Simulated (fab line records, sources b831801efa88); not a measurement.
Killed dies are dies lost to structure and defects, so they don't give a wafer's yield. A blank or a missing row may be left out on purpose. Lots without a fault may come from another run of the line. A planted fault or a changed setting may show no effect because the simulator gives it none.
Which tool did it? | flow sky130 | 11 lots, 33 wafers sampled, at 4 steps of a route of 708

WHAT THE GAUGES READ, wafer by wafer
SKY_VT_ADJUST_HVTP_OVL_MEAS_08. Usual: VT_ADJUST_HVTP_OVL -0.7 nm, standard deviation 1.5.
lot  | measured     | on         | VT_ADJUST_HVTP_OVL (nm) | flag
L396 | day 5 23:46  | overlay-02 | 1.3 1.0 1.8             |
L397 | day 6 05:46  | overlay-02 | -0.4 -0.2 -1.4          |
L399 | day 7 09:40  | overlay-01 | 0.2 -1.0 -0.9           |
L400 | day 7 21:48  | overlay-02 | -1.9 -1.9 -4.2          |
L402 | day 8 06:33  | overlay-01 | 0.3 -0.7 -0.9           |
L401 | day 8 07:12  | overlay-01 | 0.9 0.8 -0.4            |
L403 | day 8 13:36  | overlay-01 | -1.1 -0.2 -1.0          |
L404 | day 8 13:54  | overlay-02 | -2.4 -3.9 -2.0          |
L406 | day 8 20:28  | overlay-02 | -0.3 -1.2 -1.7          |
L408 | day 9 15:53  | overlay-01 | 0.3 0.0 0.7             |
L412 | day 10 11:17 | overlay-01 | -2.5 -2.0 -3.3          |

SKY_SONOS_ONO_THK_MEAS_03. Usual: SONOS_ONO_CVD_02_THK 10.47 nm, standard deviation 0.15.
lot  | measured     | on            | SONOS_ONO_CVD_02_THK (nm)     | flag
L396 | day 11 14:42 | film_metro-01 | 10.23 10.36 10.27             |
L397 | day 11 22:10 | film_metro-01 | 10.15 10.08 10.07             |
L399 | day 13 08:32 | film_metro-01 | 10.22 10.44 10.36             |
L400 | day 14 00:43 | film_metro-01 | 10.67 10.61 10.59             |
L402 | day 14 12:32 | film_metro-04 | 10.46 10.55 10.50             |
L401 | day 14 13:35 | film_metro-04 | 10.32 10.32 10.38             |
L403 | day 15 00:18 | film_metro-01 | 10.54 10.49 10.35             |
L404 | day 15 00:17 | film_metro-02 | 10.57 10.47 10.42             |
L406 | day 15 08:05 | film_metro-01 | 10.35 10.45 10.45             |
L408 | day 16 07:59 | film_metro-01 | 4.23 4.41 4.21 4.22 4.44 4.25 | OFF
L412 | day 17 08:08 | film_metro-02 | 10.70 10.69 10.70             |

WHICH TOOL RAN EACH LOT (tool, then ch and the chambers of the sampled wafers, then the start)
lot  | SKY_VT_ADJUST_NCORE_STRIP_10         | SKY_SONOS_ONO_CVD_02
L396 | plasma_asher-03 ch 0,1, day 8 12:49  | lpcvd-02 ch 0, day 11 13:38
L397 | plasma_asher-01 ch 0,1, day 8 17:50  | lpcvd-02 ch 0, day 11 21:07
L399 | plasma_asher-04 ch 0,1, day 10 01:20 | lpcvd-02 ch 1, day 13 07:29
L400 | plasma_asher-03 ch 0,1, day 10 16:38 | lpcvd-02 ch 1, day 13 23:40
L402 | plasma_asher-03 ch 0,1, day 11 02:05 | lpcvd-02 ch 0, day 14 11:29
L401 | plasma_asher-04 ch 0,1, day 11 04:05 | lpcvd-02 ch 0, day 14 12:32
L403 | plasma_asher-04 ch 0,1, day 11 11:28 | lpcvd-02 ch 1, day 14 23:14
L404 | plasma_asher-04 ch 0,1, day 11 11:53 | lpcvd-02 ch 0, day 14 23:14
L406 | plasma_asher-03 ch 0,1, day 11 18:11 | lpcvd-02 ch 1, day 15 07:02
L408 | plasma_asher-04 ch 0,1, day 12 16:35 | lpcvd-02 ch 1, day 16 06:56
L412 | plasma_asher-03 ch 0,1, day 13 15:29 | lpcvd-02 ch 0, day 17 07:05
- SKY_VT_ADJUST_NCORE_STRIP_10: strips in O2/N2.
- SKY_SONOS_ONO_CVD_02: deposits Si3N4 from DCS/NH3, target thk 10.5 nm, time 180 s.

WHAT THE TOOLS THEMSELVES READ (means of the sampled wafers that have a number; where no wafer has one, the mark that the record gives instead)
SKY_VT_ADJUST_NCORE_STRIP_10. Usual: chamber_pressure_mTorr 1499.8 mTorr, standard deviation 1.5; drypump_motor_current_A 5.65 A, standard deviation 0.28; oes_product_au 0.716 a.u., standard deviation 0.0048; strip_time_to_endpoint_s 14.19 s, standard deviation 0.043.
lot  | tool            | chamber_pressure_mTorr (mTorr) | drypump_motor_current_A (A) | oes_product_au (a.u.) | strip_time_to_endpoint_s (s) | flag
L396 | plasma_asher-03 | 1501.2                         | 5.68                        | 0.715                 | 14.19                        |
L397 | plasma_asher-01 | 1500.9                         | 6.14                        | 0.714                 | 14.17                        |
L399 | plasma_asher-04 | 1500.1                         | 5.43                        | 0.713                 | 14.18                        |
L400 | plasma_asher-03 | 1499.6                         | 5.57                        | 0.718                 | 14.20                        |
L402 | plasma_asher-03 | 1500.7                         | 5.69                        | 0.720                 | 14.18                        |
L401 | plasma_asher-04 | 1499.7                         | 5.59                        | 0.714                 | 14.18                        |
L403 | plasma_asher-04 | 1499.5                         | 5.58                        | 0.716                 | 14.13                        |
L404 | plasma_asher-04 | 1499.1                         | 5.58                        | 0.718                 | 14.18                        |
L406 | plasma_asher-03 | 1500.0                         | 5.66                        | 0.721                 | 14.17                        |
L408 | plasma_asher-04 | 1499.8                         | 5.56                        | 0.717                 | 14.12                        |
L412 | plasma_asher-03 | 1499.6                         | 5.67                        | 0.716                 | 14.16                        |

SKY_SONOS_ONO_CVD_02. Usual: pressure_mtorr 250.1 mTorr, standard deviation 0.51; spike_tc_bottom_C 791 C, standard deviation 4.1.
lot  | tool     | pressure_mtorr (mTorr) | spike_tc_bottom_C (C) | flag
L396 | lpcvd-02 | 249.9                  | 794                   |
L397 | lpcvd-02 | 250.3                  | 795                   |
L399 | lpcvd-02 | 250.6                  | 787                   |
L400 | lpcvd-02 | 249.3                  | 788                   |
L402 | lpcvd-02 | 249.9                  | 794                   |
L401 | lpcvd-02 | 250.0                  | 795                   |
L403 | lpcvd-02 | 250.1                  | 786                   |
L404 | lpcvd-02 | 249.9                  | 795                   |
L406 | lpcvd-02 | 250.5                  | 786                   |
L408 | lpcvd-02 | 250.0                  | 787                   |
L412 | lpcvd-02 | 250.5                  | 794                   |

THE ANSWER, worked out from the rows above alone
Rule: a lot is off if the mean of its wafers that have a number lies more than 3 standard deviations from the usual mean. A lot without any number at a reading at which 4 lots or more have one is off too. The other lots that the step has rows for count as sound. The gauges are gone through in route order, then the tools' own readings, and for those a lot's mean is taken as printed above. The first step at which some lot is off is used, and at that step the reading that is off furthest; a lot without a number counts as furthest.
Off: L408, at SKY_SONOS_ONO_THK_MEAS_03 (SONOS_ONO_CVD_02_THK).
A tool fits if, at a process step before that reading, it ran every lot that is off, and no sound lot after the first of them. The gauges at SKY_SONOS_ONO_THK_MEAS_03 are tried like those tools. Can't be told from this: 2 tools fit, plasma_asher-04 at SKY_VT_ADJUST_NCORE_STRIP_10, film_metro-01 at SKY_SONOS_ONO_THK_MEAS_03.

WHAT THE SIMULATOR HAD PUT IN
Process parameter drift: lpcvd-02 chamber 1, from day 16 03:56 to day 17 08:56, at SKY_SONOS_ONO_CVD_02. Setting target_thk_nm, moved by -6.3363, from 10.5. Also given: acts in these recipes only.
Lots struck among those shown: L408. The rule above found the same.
